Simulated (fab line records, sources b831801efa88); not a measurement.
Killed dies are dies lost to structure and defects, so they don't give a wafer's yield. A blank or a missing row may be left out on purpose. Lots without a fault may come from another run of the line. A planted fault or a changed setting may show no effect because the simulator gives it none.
Chamber matching | flow gf180mcu | GF_V2_CMP_26 on cmp-02: 4 sister chambers
The step polishes, stops on SiO2, t overpolish 15 s, target thk 0 nm. 4 wafers are shown with their chamber, then 7 later ones without.

WAFERS WITH THEIR CHAMBER
wafer  | chamber | motor_current_A (A)
L585.6 | 2       | 10.9
L586.5 | 1       | 11.7
L587.2 | 0       | 8.7
L587.4 | 3       | 12.0

WAFERS WITHOUT THEIR CHAMBER
wafer  | motor_current_A (A)
L587.5 | 9.1
L590.1 | 10.9
L590.5 | 11.7
L590.6 | 11.0
L596.1 | 8.6
L596.2 | 11.4
L596.3 | 13.0

WHICH CHAMBER EACH WENT THROUGH
wafer  | from the rows above          | in truth
L587.5 | 0                            | 0
L590.1 | can't be placed: 2 or 1      | 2
L590.5 | can't be placed: 1 or 3 or 2 | 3
L590.6 | can't be placed: 2 or 1      | 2
L596.1 | 0                            | 0
L596.2 | can't be placed: 1 or 2 or 3 | 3
L596.3 | can't be placed: 3 or 1      | 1
Placed correctly: 2 of 7. Can't be placed from these rows: 5 (the true chamber is among the candidates in 5). Placed wrongly: 0.
How it was worked out, from the rows above alone: a wafer's distance from a chamber is the root of the sum, over the readings, of the square of ((its reading less the chamber's mean) divided by the reading's scatter). The wafer belongs to the nearest chamber; if the next one is less than 2 further off, it can't be placed. A chamber's mean is the mean of its shown wafers. The scatter: with one shown wafer a chamber, the root of the mean of the squares of how far each hidden wafer lies from its nearest shown one.
